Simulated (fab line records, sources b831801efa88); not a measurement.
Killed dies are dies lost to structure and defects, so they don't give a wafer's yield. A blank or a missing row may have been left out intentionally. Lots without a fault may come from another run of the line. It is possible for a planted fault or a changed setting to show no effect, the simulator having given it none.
Struck lot and sound lot, side by side -- flow sky130 -- 14 steps out of a route of 708
Sound: wafers L362.1, L362.3, L362.4. Struck: wafer L371.4 (L371.2, L371.6, from the same lot, were not struck and are left out); the cause is given at the end.
Each step with rows lists, per side, the tool, then ch with its chambers, then its first start. Under that, the readings that differ: sound wafers -- struck wafers -- difference of the means -- sigmas: that difference in standard deviations of wafers without a fault.
alike: same words and numbers on both sides, and readings whose means sit less than 2 such deviations apart. not compared: any withheld reading, any reading some wafer has no value for, any bound like >300 that may hide the same value, and any number with overlapping values for which the record gives no deviation.
The two part at a step that has a row with sigmas, a row that says differs or no value, or rows on one side only. Numbers that don't overlap but have no deviation are shown without sigmas and don't part them. A reading missing from all wafers of one side parts the sides only when that side holds two or more wafers.

SKY_VIA3_ETCH_14: etches BARC in N2/H2, stops on SiO2, time 45.9 s, target depth 60 nm.
  sound on rie-diel-01 ch 1,3, day 40 13:50; struck on rie-diel-01 ch 2, day 42 20:22
  alike: drypump-motor-current-A, oes-product-au, throttle-valve-pct
  not compared: rf-hours-counter-h
SKY_VIA3_ETCH_15: etches SiO2 in C4F8/O2/Ar, stops on TiN, target depth 507 nm, time 78 s.
  sound on rie-diel-01 ch 1,3, day 40 13:53; struck on rie-diel-01 ch 2, day 42 20:25
  alike: oes-product-au
  not compared: rf-hours-counter-h
SKY_VIA3_STRIP_16: strips in O2/N2.
  sound on plasma-asher-01 ch 0,1, day 40 13:56; struck on plasma-asher-01 ch 1, day 42 20:29
reading,sound,struck,difference,sigmas
strip-time-to-endpoint-s (s),4.132 4.109 4.138,4.174,+0.048,+2
  alike: drypump-motor-current-A, oes-product-au
  not compared: rf-hours-counter-h
then, 4 steps without rows for these wafers: SKY_VIA3_STRIP_17 (strips in post etch residue remover, time 1200 s); SKY_VIA3_CLEAN_18 (cleans in IPA, time 180 s); SKY_VIA3_CLEAN_19 (cleans in O3/DIW); SKY_VIA3_SPUTTER_20 (material TiN, target thk 20 nm, time 80 s).
SKY_VIA3_CVD_21: deposits W, target thk 390 nm, time 117.31 s.
  sound on cvd-w-02 ch 0, day 40 14:35; struck on cvd-w-02 ch 0, day 42 21:08
  alike: heater-power-w
SKY_VIA3_RS_MEAS_22: the measuring method here is four-point-probe.
  sound on film-metro-03, day 40 14:50; struck on film-metro-04, day 42 21:17
  alike: VIA3_W_RS
SKY_VIA3_THK_MEAS_23: measures by xrf.
  sound on film-metro-03, day 40 14:58; struck on film-metro-04, day 42 21:23
  alike: VIA3_W_THK
SKY_VIA3_CMP_24: polishes, stops on SiO2, t overpolish 20 s, target thk 0 nm.
  sound on cmp-02 ch 0,2,3, day 40 15:04; struck on cmp-02 ch 3, day 42 21:26
  alike: motor-current-A, overpolish-run-s, time-to-endpoint-s
then, 1 step without rows for these wafers: SKY_METAL4_SPUTTER_00 (material Ti, target thk 15 nm, time 10 s).
SKY_METAL4_SPUTTER_01: material TiN, target thk 20 nm, time 16.7 s.
  sound on pvd-sputter-04, day 40 15:20; struck on pvd-sputter-04, day 42 21:46
reading,sound,struck,difference,sigmas
cathode-dc-power-W (W),6499.6 6500.8 6499.3,6497.2,-2.7,-2
model.TiN_of_METAL4_SPUTTER_01.thk-nm (nm),20.06 19.8 19.78,8.614,-11.266,
  alike: throttle-valve-pct
then, 1 step without rows for these wafers: SKY_METAL4_SPUTTER_02 (material AlCu, target thk 735 nm, time 39.1 s).

## WHERE THEY PART
At SKY_VIA3_STRIP_16 first; at SKY_METAL4_SPUTTER_01 last (within this record only).

WHY: what the simulator had put in
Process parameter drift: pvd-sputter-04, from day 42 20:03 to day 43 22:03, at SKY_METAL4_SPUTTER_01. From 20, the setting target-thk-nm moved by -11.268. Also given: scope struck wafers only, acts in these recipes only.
